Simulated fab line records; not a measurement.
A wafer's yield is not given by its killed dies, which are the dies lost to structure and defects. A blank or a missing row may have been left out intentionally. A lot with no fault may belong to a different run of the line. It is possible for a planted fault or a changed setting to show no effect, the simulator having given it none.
fab line records | flow sky130
record: lots: 14 | wafers: 42 | last-day: 49
route steps=708 shown FIELD_ISO@24 PWDE@52 PAD_OPEN@708
lots that met no fault: from a run of the same line without faults
start-h: hours from the record's first day to the start of the lot's first wafer shown | wait-h: time in hours since the lot's previous step | " the same as in the row above | L1.1+2: one row covering several wafers at once | - no value present, or no start provided | * or withheld: withheld | < > ~ a bound
route shown NAME@n: names a module that has steps shown in the file, with the first one's number in the route | usual: mean/standard deviation taken from wafers without a fault | same: alike in all rows | chamber/n: place in a boat | sites: the reading at each site | _std_site: standard deviation of those values | _edge_site: inner sites' mean taken away from outer sites' mean | radius-mm: for every site, how far away it sits from the centre of the wafer | mask NAME#n: copy n | behind: the tool/chamber that last shaped the wafer | hold: why the lot was held/for how many hours/how that ended | device: the transistor (n, p or np) that didn't switch | end of line: tests run on the same wafers once the route is complete | a step with no rows: only its recipe | killed: the dies lost at the first sort to structure and to defects; this is not the yield of the wafer | map: a wafer's dies, x killed, . not, _ none there
set.NAME: the setting that was run; set.NAME@STEP: the one run at that earlier step | model.NAME: the simulator's own value behind a step, which no gauge read
a sample of lots followed through the steps of the route, with each step as a table and each wafer as a row
services: a tool's chamber out of use, with start hour (start-h, from the record's first day; less than 0 if before it), hours out, and reason
== steps ==
step: SKY_FIELD_ISO_THK_MEAS_23
recipe: reads: SiO2_of_FIELD_ISO_OXIDATION_22
usual: FIELD_ISO_OXIDATION_01_THK: 10.06/0.15
lot.wafer | tool          | chamber | start-h | wait-h | FIELD_ISO_OXIDATION_01_THK[nm]
L249.4    | film-metro-02 | -       | 46.19   | 0.0    | 10.29
L249.5    | "             | -       | "       | "      | 10.13
L249.6    | "             | -       | "       | "      | 10.08
L247.3    | film-metro-04 | -       | 47.35   | 0.0    | 9.97
L247.4    | "             | -       | "       | "      | 10.04
L247.6    | "             | -       | "       | "      | 10.18
L252.1    | film-metro-04 | -       | 61.71   | 0.0    | 9.95
L252.2    | "             | -       | "       | "      | 10.00
L252.3    | "             | -       | "       | "      | 10.14
L253.1    | film-metro-04 | -       | 62.80   | 0.0    | 10.36
L253.2    | "             | -       | "       | "      | 10.19
L253.4    | "             | -       | "       | "      | 10.46
L254.1    | film-metro-02 | -       | 71.10   | 0.0    | 9.75
L254.2    | "             | -       | "       | "      | 9.74
L254.4    | "             | -       | "       | "      | 9.75
L255.1    | film-metro-02 | -       | 76.57   | 0.0    | 10.13
L255.4    | "             | -       | "       | "      | 10.02
L255.6    | "             | -       | "       | "      | 9.89
L257.2    | film-metro-04 | -       | 83.00   | 0.0    | 9.90
L257.4    | "             | -       | "       | "      | 9.84
L257.5    | "             | -       | "       | "      | 9.93
L256.2    | film-metro-01 | -       | 83.69   | 0.0    | 9.99
L256.4    | "             | -       | "       | "      | 10.06
L256.6    | "             | -       | "       | "      | 9.99
L258.1    | film-metro-02 | -       | 90.91   | 0.0    | 9.83
L258.2    | "             | -       | "       | "      | 9.85
L258.3    | "             | -       | "       | "      | 10.02
L259.3    | film-metro-02 | -       | 93.92   | 0.0    | 9.83
L259.5    | "             | -       | "       | "      | 10.11
L259.6    | "             | -       | "       | "      | 10.00
L260.2    | film-metro-01 | -       | 98.28   | 0.0    | 10.06
L260.4    | "             | -       | "       | "      | 10.09
L260.6    | "             | -       | "       | "      | 10.12
L261.2    | film-metro-04 | -       | 104.78  | 0.0    | 10.13
L261.3    | "             | -       | "       | "      | 10.04
L261.5    | "             | -       | "       | "      | 10.15
L262.2    | film-metro-04 | -       | 109.18  | 0.0    | 10.12
L262.3    | "             | -       | "       | "      | 10.16
L262.4    | "             | -       | "       | "      | 10.26
L267.4    | film-metro-01 | -       | 137.46  | 0.0    | 10.12
L267.5    | "             | -       | "       | "      | 9.88
L267.6    | "             | -       | "       | "      | 10.17
step: SKY_FIELD_ISO_CMP_27
recipe: stop-on: Si3N4 | t-overpolish-s: 16 | down-force-psi: 4 | platen-rpm: 60 | target-thk-nm: 457.8 | pad-velocity-m-s: 0.94248
usual: motor-current-A: 12.1/1.4 | overpolish-run-s: 16.000/0.0089 | time-to-endpoint-s: 113/4.6
same: t-overpolish-s: 16
lot.wafer | tool   | chamber | start-h | wait-h | motor-current-A | overpolish-run-s | time-to-endpoint-s
L249.4    | cmp-01 | 1       | 48.28   | 0.1    | 11.8            | 16.001           | 108
L249.6    | "      | 2       | "       | "      | 12.6            | 16.014           | 105
L249.5    | "      | 3       | "       | "      | 14.9            | 15.994           | 114
L247.3    | cmp-01 | 1       | 50.08   | 0.0    | 12.1            | 16.007           | 115
L247.4    | "      | 2       | "       | "      | 12.2            | 15.998           | 114
L247.6    | "      | 1       | "       | "      | 11.9            | 15.989           | 113
L252.3    | cmp-02 | 0       | 64.31   | 0.0    | 11.2            | 15.999           | 114
L252.1    | "      | 1       | "       | "      | 10.3            | 15.986           | 111
L252.2    | "      | 3       | "       | "      | 10.4            | 16.003           | 106
L253.2    | cmp-02 | 3       | 64.91   | 0.3    | 10.9            | 16.011           | 107
L253.1    | "      | 0       | "       | "      | 11.6            | 16.013           | 115
L253.4    | "      | 1       | "       | "      | 10.0            | 15.995           | 119
L254.4    | cmp-01 | 3       | 72.84   | 0.1    | 15.1            | 15.998           | 116
L254.1    | "      | 0       | "       | "      | 11.5            | 16.003           | 113
L254.2    | "      | 1       | "       | "      | 12.4            | 15.999           | 117
L255.4    | cmp-01 | 3       | 78.31   | 0.1    | 14.7            | 16.012           | 121
L255.1    | "      | 0       | "       | "      | 11.3            | 15.987           | 112
L255.6    | "      | 3       | "       | "      | 14.9            | 15.998           | 117
L257.2    | cmp-01 | 3       | 84.68   | 0.0    | 15.4            | 16.006           | 112
L257.4    | "      | 1       | "       | "      | 12.3            | 16.003           | 108
L257.5    | "      | 3       | "       | "      | 15.1            | 16.006           | 111
L256.4    | cmp-01 | 0       | 85.37   | 0.0    | 12.0            | 16.002           | 115
L256.2    | "      | 2       | "       | "      | 13.3            | 15.999           | 110
L256.6    | "      | 1       | "       | "      | 12.1            | 16.022           | 114
L258.3    | cmp-01 | 1       | 92.60   | 0.0    | 12.6            | 15.990           | 113
L258.2    | "      | 2       | "       | "      | 12.9            | 16.001           | 111
L258.1    | "      | 0       | "       | "      | 11.2            | 16.003           | 114
L259.3    | cmp-02 | 1       | 95.59   | 0.0    | 10.4            | 16.003           | 117
L259.5    | "      | 1       | "       | "      | 10.6            | 15.997           | 114
L259.6    | "      | 2       | "       | "      | 11.8            | 15.989           | 108
L260.4    | cmp-02 | 0       | 101.30  | 0.1    | 11.4            | 15.995           | 114
L260.2    | "      | 2       | "       | "      | 12.0            | 15.985           | 110
L260.6    | "      | 0       | "       | "      | 11.4            | 16.018           | 119
L261.3    | cmp-01 | 0       | 106.52  | 0.1    | 11.0            | 16.002           | 121
L261.2    | "      | 1       | "       | "      | 12.4            | 16.013           | 118
L261.5    | "      | 3       | "       | "      | 14.8            | 16.007           | 118
L262.4    | cmp-01 | 2       | 111.24  | 0.0    | 12.7            | 15.996           | 110
L262.3    | "      | 3       | "       | "      | 14.2            | 15.994           | 115
L262.2    | "      | 0       | "       | "      | 11.3            | 16.003           | 116
L267.4    | cmp-01 | 1       | 139.66  | 0.0    | 12.3            | 15.999           | 117
L267.5    | "      | 1       | "       | "      | 12.1            | 15.993           | 120
L267.6    | "      | 2       | "       | "      | 13.1            | 15.994           | 117
step: SKY_FIELD_ISO_WET_ETCH_30
recipe: chemistry: dHF | target-depth-nm: 25 | target: SiO2 | dilution: 10:1 | temp-c: 25 | time-s: 50
usual: run-length-s: 78/3.1
lot.wafer | tool         | chamber | start-h | wait-h | run-length-s
L249.4    | wet-bench-03 | 1       | 48.99   | 0.0    | 75
L249.5    | "            | 1       | "       | "      | 75
L249.6    | "            | 1       | "       | "      | 75
L247.3    | wet-bench-03 | 1       | 51.01   | 0.0    | 76
L247.4    | "            | 1       | "       | "      | 76
L247.6    | "            | 1       | "       | "      | 76
L252.1    | wet-bench-01 | 3       | 65.19   | 0.0    | 75
L252.2    | "            | 3       | "       | "      | 75
L252.3    | "            | 3       | "       | "      | 75
L253.1    | wet-bench-04 | 2       | 65.74   | 0.0    | 75
L253.2    | "            | 2       | "       | "      | 75
L253.4    | "            | 2       | "       | "      | 75
L254.1    | wet-bench-01 | 2       | 73.72   | 0.0    | 77
L254.2    | "            | 2       | "       | "      | 77
L254.4    | "            | 2       | "       | "      | 77
L255.1    | wet-bench-04 | 0       | 79.14   | 0.0    | 76
L255.4    | "            | 0       | "       | "      | 76
L255.6    | "            | 0       | "       | "      | 76
L257.2    | wet-bench-03 | 0       | 85.52   | 0.0    | 77
L257.4    | "            | 0       | "       | "      | 77
L257.5    | "            | 0       | "       | "      | 77
L256.2    | wet-bench-01 | 1       | 86.20   | 0.0    | 75
L256.4    | "            | 1       | "       | "      | 75
L256.6    | "            | 1       | "       | "      | 75
L258.1    | wet-bench-01 | 0       | 93.44   | 0.0    | 83
L258.2    | "            | 0       | "       | "      | 83
L258.3    | "            | 0       | "       | "      | 83
L259.3    | wet-bench-04 | 2       | 96.42   | 0.0    | 77
L259.5    | "            | 2       | "       | "      | 77
L259.6    | "            | 2       | "       | "      | 77
L260.2    | wet-bench-03 | 2       | 102.13  | 0.0    | 76
L260.4    | "            | 2       | "       | "      | 76
L260.6    | "            | 2       | "       | "      | 76
L261.2    | wet-bench-04 | 2       | 107.30  | 0.0    | 76
L261.3    | "            | 2       | "       | "      | 76
L261.5    | "            | 2       | "       | "      | 76
L262.2    | wet-bench-04 | 0       | 112.08  | 0.0    | 119
L262.3    | "            | 0       | "       | "      | 119
L262.4    | "            | 0       | "       | "      | 119
L267.4    | wet-bench-04 | 0       | 140.60  | 0.0    | 128
L267.5    | "            | 0       | "       | "      | 128
L267.6    | "            | 0       | "       | "      | 128
step: SKY_PWDE_OVL_MEAS_07
usual: PWDE_OVL: 0.6/1.3
lot.wafer | tool       | chamber | start-h | wait-h | PWDE_OVL[nm]
L249.4    | overlay-02 | -       | 81.39   | -      | 2.5
L249.5    | "          | -       | "       | "      | 0.6
L249.6    | "          | -       | "       | "      | 2.3
L247.3    | overlay-02 | -       | 85.47   | -      | 0.2
L247.4    | "          | -       | "       | "      | -0.2
L247.6    | "          | -       | "       | "      | -0.2
L253.1    | overlay-01 | -       | 101.02  | -      | 1.5
L253.2    | "          | -       | "       | "      | -0.4
L253.4    | "          | -       | "       | "      | 2.5
L252.1    | overlay-02 | -       | 101.37  | -      | 2.2
L252.2    | "          | -       | "       | "      | 2.8
L252.3    | "          | -       | "       | "      | 2.5
L254.1    | overlay-01 | -       | 109.17  | -      | 3.0
L254.2    | "          | -       | "       | "      | 2.4
L254.4    | "          | -       | "       | "      | 1.0
L255.1    | overlay-02 | -       | 115.26  | -      | 0.0
L255.4    | "          | -       | "       | "      | 0.6
L255.6    | "          | -       | "       | "      | 0.1
L257.2    | overlay-02 | -       | 122.56  | -      | 0.2
L257.4    | "          | -       | "       | "      | -0.5
L257.5    | "          | -       | "       | "      | 0.8
L256.2    | overlay-01 | -       | 123.17  | -      | 0.6
L256.4    | "          | -       | "       | "      | 1.0
L256.6    | "          | -       | "       | "      | 0.2
L258.1    | overlay-02 | -       | 130.86  | -      | -0.3
L258.2    | "          | -       | "       | "      | -0.7
L258.3    | "          | -       | "       | "      | 0.1
L259.3    | overlay-02 | -       | 134.23  | -      | 0.8
L259.5    | "          | -       | "       | "      | 0.9
L259.6    | "          | -       | "       | "      | -0.6
L260.2    | overlay-01 | -       | 139.93  | -      | 3.2
L260.4    | "          | -       | "       | "      | 2.2
L260.6    | "          | -       | "       | "      | 2.0
L261.2    | overlay-02 | -       | 146.61  | -      | 1.8
L261.3    | "          | -       | "       | "      | 1.0
L261.5    | "          | -       | "       | "      | 1.8
L262.2    | overlay-01 | -       | 152.01  | -      | 0.8
L262.3    | "          | -       | "       | "      | 0.1
L262.4    | "          | -       | "       | "      | 1.0
L267.4    | overlay-02 | -       | 183.93  | -      | -0.8
L267.5    | "          | -       | "       | "      | -0.1
L267.6    | "          | -       | "       | "      | 0.3
step: SKY_PAD_OPEN_PROBE_99
usual: killed_at_M0_to_M3: 43/7.5 | killed_at_M4_up: 3.0/1.6 | killed-at-contacts: 23/5.8 | killed-at-front-end: 14/4.8 | killed-at-other: 0.3/0.52 | killed-dies: 84/9.1 | killed-open: 47/7.2 | killed-short: 37/5.8
same: gross-dies: 492 | killed-at-back-side: 0
lot.wafer | tool      | chamber | start-h | wait-h | killed_at_M0_to_M3 | killed_at_M4_up | killed-at-contacts | killed-at-front-end | killed-at-other | killed-dies | killed-open | killed-short
L247.3    | prober-02 | -       | 1095.65 | 0.2    | 45                 | 3               | 16                 | 12                  | 0               | 76          | 44          | 32
L247.4    | prober-02 | -       | 1095.70 | 0.2    | 42                 | 2               | 36                 | 12                  | 0               | 92          | 50          | 42
L247.6    | prober-02 | -       | 1095.80 | 0.2    | 34                 | 3               | 26                 | 16                  | 0               | 79          | 43          | 33
L252.1    | prober-01 | -       | 1135.97 | 0.1    | 35                 | 6               | 19                 | 16                  | 0               | 76          | 53          | 23
L252.2    | prober-01 | -       | 1136.02 | 0.1    | 41                 | 2               | 18                 | 11                  | 0               | 72          | 42          | 30
L252.3    | prober-01 | -       | 1136.07 | 0.2    | 39                 | 4               | 27                 | 16                  | 0               | 86          | 52          | 34
L255.1    | prober-02 | -       | 1137.51 | 0.1    | 34                 | 5               | 18                 | 20                  | 0               | 77          | 41          | 36
L255.4    | prober-02 | -       | 1137.66 | 0.2    | 43                 | 4               | 26                 | 12                  | 0               | 85          | 45          | 40
L255.6    | prober-02 | -       | 1137.76 | 0.2    | 61                 | 6               | 28                 | 16                  | 0               | 111         | 55          | 56
L258.1    | prober-01 | -       | 1143.64 | 0.1    | 47                 | 1               | 16                 | 12                  | 0               | 76          | 39          | 37
L258.2    | prober-01 | -       | 1143.69 | 0.1    | 36                 | 4               | 26                 | 14                  | 0               | 80          | 41          | 39
L258.3    | prober-01 | -       | 1143.74 | 0.2    | 49                 | 1               | 29                 | 22                  | 0               | 101         | 61          | 40
L256.2    | prober-02 | -       | 1143.68 | 0.1    | 49                 | 5               | 20                 | 17                  | 0               | 91          | 48          | 43
L256.4    | prober-02 | -       | 1143.78 | 0.2    | 44                 | 3               | 24                 | 6                   | 0               | 77          | 44          | 33
L256.6    | prober-02 | -       | 1143.88 | 0.2    | 49                 | 2               | 26                 | 11                  | 0               | 88          | 46          | 42
L259.3    | prober-02 | -       | 1145.23 | 0.2    | 39                 | 4               | 13                 | 15                  | 0               | 71          | 38          | 33
L259.5    | prober-02 | -       | 1145.33 | 0.2    | 42                 | 5               | 20                 | 15                  | 0               | 82          | 39          | 43
L259.6    | prober-02 | -       | 1145.38 | 0.2    | 49                 | 5               | 21                 | 14                  | 0               | 89          | 58          | 31
L260.2    | prober-01 | -       | 1153.44 | 0.1    | 41                 | 0               | 21                 | 13                  | 0               | 75          | 45          | 30
L260.4    | prober-01 | -       | 1153.54 | 0.2    | 51                 | 4               | 23                 | 12                  | 0               | 90          | 52          | 38
L260.6    | prober-01 | -       | 1153.64 | 0.2    | 47                 | 3               | 18                 | 4                   | 0               | 72          | 40          | 32
L261.2    | prober-02 | -       | 1160.31 | 0.1    | 45                 | 5               | 23                 | 16                  | 0               | 89          | 44          | 45
L261.3    | prober-02 | -       | 1160.36 | 0.2    | 51                 | 3               | 25                 | 21                  | 1               | 101         | 58          | 43
L261.5    | prober-02 | -       | 1160.46 | 0.2    | 42                 | 3               | 26                 | 15                  | 0               | 86          | 50          | 36
L267.4    | prober-02 | -       | 1185.63 | 0.2    | 41                 | 4               | 28                 | 17                  | 0               | 90          | 49          | 41
L267.5    | prober-02 | -       | 1185.68 | 0.2    | 33                 | 4               | 29                 | 10                  | 0               | 76          | 40          | 36
L267.6    | prober-02 | -       | 1185.73 | 0.2    | 47                 | 1               | 22                 | 14                  | 0               | 84          | 48          | 36
killed by level:class
L247.3 VIA1:geometric-particle:open=12 METAL2:geometric-particle:short=8 CONTACT:geometric-particle:open=7 LI_CONTACT:geometric-particle:open=6 VIA1:geometric-particle:short=5 VIA2:geometric-particle:open=5 VIA3:geometric-particle:open=4 POLY_GATE:geometric-particle:open=3
L247.4 CONTACT:geometric-particle:open=13 VIA3:geometric-particle:short=10 VIA1:geometric-particle:open=9 LI_CONTACT:geometric-particle:open=8 CONTACT:geometric-particle:short=6 LOCAL_INTERCONNECT:geometric-particle:short=5 VIA3:geometric-particle:open=5 METAL1:geometric-particle:short=4
L247.6 LI_CONTACT:geometric-particle:open=9 CONTACT:geometric-particle:open=9 VIA1:geometric-particle:open=9 VIA2:geometric-particle:open=7 LOCAL_INTERCONNECT:geometric-particle:short=5 FIELD_ISO:geometric-particle:short=4 VIA1:geometric-particle:short=4 FIELD_ISO:geometric-particle:open=3
L252.1 VIA1:geometric-particle:open=13 CONTACT:geometric-particle:open=9 VIA3:geometric-particle:open=8 POLY_GATE:geometric-particle:open=6 LI_CONTACT:geometric-particle:open=5 FIELD_ISO:geometric-particle:open=4 METAL4:geometric-particle:short=4 METAL2:geometric-particle:short=4
L252.2 VIA1:geometric-particle:open=12 CONTACT:geometric-particle:open=8 LI_CONTACT:geometric-particle:open=4 LOCAL_INTERCONNECT:geometric-particle:short=4 METAL1:geometric-particle:short=4 METAL1:geometric-particle:open=4 VIA1:geometric-particle:short=4 VIA2:geometric-particle:open=4
L252.3 CONTACT:geometric-particle:open=10 VIA1:geometric-particle:open=9 LI_CONTACT:geometric-particle:open=7 VIA3:geometric-particle:open=7 CONTACT:geometric-particle:short=4 POLY_GATE:geometric-particle:open=4 LOCAL_INTERCONNECT:geometric-particle:short=4 VIA1:geometric-particle:short=4
L255.1 CONTACT:geometric-particle:open=9 VIA1:geometric-particle:open=8 FIELD_ISO:geometric-particle:short=6 METAL1:geometric-particle:short=6 VIA2:geometric-particle:open=6 FIELD_ISO:geometric-particle:open=5 LI_CONTACT:geometric-particle:open=4 METAL2:geometric-particle:short=4
L255.4 VIA1:geometric-particle:open=12 LI_CONTACT:geometric-particle:open=9 VIA2:geometric-particle:open=6 CONTACT:geometric-particle:short=5 VIA1:geometric-particle:short=5 VIA3:geometric-particle:open=5 LI_CONTACT:geometric-particle:short=4 LOCAL_INTERCONNECT:geometric-particle:short=4
L255.6 VIA1:geometric-particle:open=14 METAL1:geometric-particle:short=10 CONTACT:geometric-particle:open=10 VIA2:geometric-particle:open=10 POLY_GATE:geometric-particle:short=6 LOCAL_INTERCONNECT:geometric-particle:short=6 METAL2:geometric-particle:short=6 POLY_GATE:geometric-particle:open=4
L258.1 METAL1:geometric-particle:short=8 VIA3:geometric-particle:open=8 VIA1:geometric-particle:open=7 VIA2:geometric-particle:open=7 LI_CONTACT:geometric-particle:open=5 LOCAL_INTERCONNECT:geometric-particle:short=5 CONTACT:geometric-particle:open=4 VIA1:geometric-particle:short=4
L256.2 VIA2:geometric-particle:open=11 LI_CONTACT:geometric-particle:open=8 METAL2:geometric-particle:short=7 VIA3:geometric-particle:open=7 LOCAL_INTERCONNECT:geometric-particle:short=6 FIELD_ISO:geometric-particle:open=5 VIA2:geometric-particle:short=5 FIELD_ISO:geometric-particle:short=4
L258.2 CONTACT:geometric-particle:open=12 METAL1:geometric-particle:short=7 LOCAL_INTERCONNECT:geometric-particle:short=6 VIA2:geometric-particle:open=6 VIA1:geometric-particle:open=5 FIELD_ISO:geometric-particle:short=4 FIELD_ISO:geometric-particle:open=4 LI_CONTACT:geometric-particle:open=4
L258.3 VIA1:geometric-particle:open=15 LI_CONTACT:geometric-particle:open=14 VIA2:geometric-particle:open=9 FIELD_ISO:geometric-particle:short=8 METAL1:geometric-particle:short=6 LOCAL_INTERCONNECT:geometric-particle:short=5 CONTACT:geometric-particle:open=5 VIA3:geometric-particle:open=5
L256.4 LI_CONTACT:geometric-particle:open=11 VIA1:geometric-particle:open=10 VIA2:geometric-particle:open=8 CONTACT:geometric-particle:open=7 METAL1:geometric-particle:short=6 METAL2:geometric-particle:short=6 VIA3:geometric-particle:open=4 FIELD_ISO:geometric-particle:short=3
L256.6 VIA2:geometric-particle:open=9 CONTACT:geometric-particle:open=8 LI_CONTACT:geometric-particle:open=7 VIA1:geometric-particle:open=7 VIA1:geometric-particle:short=7 VIA3:geometric-particle:open=7 METAL1:geometric-particle:short=6 VIA2:geometric-particle:short=5
L259.3 VIA3:geometric-particle:open=8 VIA2:geometric-particle:open=6 FIELD_ISO:geometric-particle:short=5 CONTACT:geometric-particle:open=5 METAL1:geometric-particle:short=5 METAL3:geometric-particle:short=4 POLY_GATE:geometric-particle:open=4 VIA1:geometric-particle:short=4
L259.5 VIA1:geometric-particle:open=9 VIA3:geometric-particle:open=9 LOCAL_INTERCONNECT:geometric-particle:short=7 VIA3:geometric-particle:short=6 POLY_GATE:geometric-particle:short=5 CONTACT:geometric-particle:open=5 LI_CONTACT:geometric-particle:open=4 METAL1:geometric-particle:short=4
L259.6 CONTACT:geometric-particle:open=12 VIA3:geometric-particle:open=12 VIA1:geometric-particle:open=11 VIA2:geometric-particle:open=7 FIELD_ISO:geometric-particle:open=5 VIA1:geometric-particle:short=4 METAL4:geometric-particle:short=4 FIELD_ISO:geometric-particle:short=3
L260.2 VIA1:geometric-particle:open=10 LI_CONTACT:geometric-particle:open=9 CONTACT:geometric-particle:open=7 VIA2:geometric-particle:open=7 METAL1:geometric-particle:short=5 VIA1:geometric-particle:short=4 METAL2:geometric-particle:short=4 METAL3:geometric-particle:short=4
L260.4 VIA1:geometric-particle:open=9 LI_CONTACT:geometric-particle:open=8 VIA3:geometric-particle:open=8 METAL2:geometric-particle:short=8 CONTACT:geometric-particle:open=7 VIA2:geometric-particle:open=7 METAL1:geometric-particle:short=5 LOCAL_INTERCONNECT:geometric-particle:short=4
L260.6 VIA1:geometric-particle:open=13 METAL1:geometric-particle:short=7 CONTACT:geometric-particle:open=6 CONTACT:geometric-particle:short=5 LI_CONTACT:geometric-particle:open=5 VIA2:geometric-particle:open=5 VIA1:geometric-particle:short=4 METAL2:geometric-particle:short=4
L261.2 METAL1:geometric-particle:short=10 FIELD_ISO:geometric-particle:open=8 VIA2:geometric-particle:short=7 VIA2:geometric-particle:open=7 LI_CONTACT:geometric-particle:open=6 CONTACT:geometric-particle:open=6 VIA1:geometric-particle:open=5 METAL2:geometric-particle:short=5
L261.3 VIA1:geometric-particle:open=11 VIA2:geometric-particle:open=11 FIELD_ISO:geometric-particle:open=9 LI_CONTACT:geometric-particle:open=9 METAL1:geometric-particle:short=9 CONTACT:geometric-particle:open=8 METAL2:geometric-particle:short=5 FIELD_ISO:geometric-particle:short=4
L261.5 METAL1:geometric-particle:short=10 CONTACT:geometric-particle:open=9 VIA2:geometric-particle:open=8 VIA1:geometric-particle:open=7 FIELD_ISO:geometric-particle:open=6 LI_CONTACT:geometric-particle:open=6 CONTACT:geometric-particle:short=6 VIA3:geometric-particle:open=4
L267.4 VIA1:geometric-particle:open=11 LI_CONTACT:geometric-particle:open=9 CONTACT:geometric-particle:open=7 METAL1:geometric-particle:short=7 VIA1:geometric-particle:short=7 POLY_GATE:geometric-particle:short=6 FIELD_ISO:geometric-particle:short=5 LOCAL_INTERCONNECT:geometric-particle:short=5
L267.5 CONTACT:geometric-particle:open=11 VIA1:geometric-particle:open=8 METAL1:geometric-particle:short=8 LI_CONTACT:geometric-particle:open=7 CONTACT:geometric-particle:short=6 FIELD_ISO:geometric-particle:short=5 VIA2:geometric-particle:open=5 VIA3:geometric-particle:short=4
L267.6 VIA1:geometric-particle:open=10 CONTACT:geometric-particle:open=8 VIA2:geometric-particle:open=8 CONTACT:geometric-particle:short=6 METAL2:geometric-particle:short=6 LI_CONTACT:geometric-particle:open=5 VIA3:geometric-particle:short=5 VIA3:geometric-particle:open=4
== services ==
tool         | chamber | start-h | hours | kind
cmp-01       | -       | 39.20   | 1.0   | repair
cmp-01       | -       | 64.00   | 4.0   | pm
cmp-01       | -       | 68.00   | -     | consumable-replace:conditioner
cmp-01       | -       | 68.00   | -     | consumable-replace:pad
cmp-02       | -       | 98.35   | 2.5   | repair
wet-bench-04 | -       | 133.61  | 1.5   | repair
== key ==
first-sign: step: SKY_FIELD_ISO_WET_ETCH_30 | reading: run-length-s | direction: up | sigmas: 14 | usual: * | struck: *
effect none on later readings
met-at SKY_FIELD_ISO_WET_ETCH_30
struck-lots L262,L267
tester-left-out L262,L267
not-acting-at SKY_FIELD_ISO_THK_MEAS_23,SKY_FIELD_ISO_CMP_27,SKY_PWDE_OVL_MEAS_07
onset-between 107.30 112.08
fault: kind: process-parameter-drift | tool: wet-bench-04 | chamber: - | onset-h: 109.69 | steps: SKY_FIELD_ISO_WET_ETCH_30 | channel: time-s | offset: * | shape: step | end-h: 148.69 | acts-in: * | stated: *
tester-left-out: of these lots the tester's yield and bins aren't shown, on N5 and GAA mostly nor the transistor test; their killed dies are dies lost to structure and defects alone, not to doping, threshold or leakage, so they don't give the yield
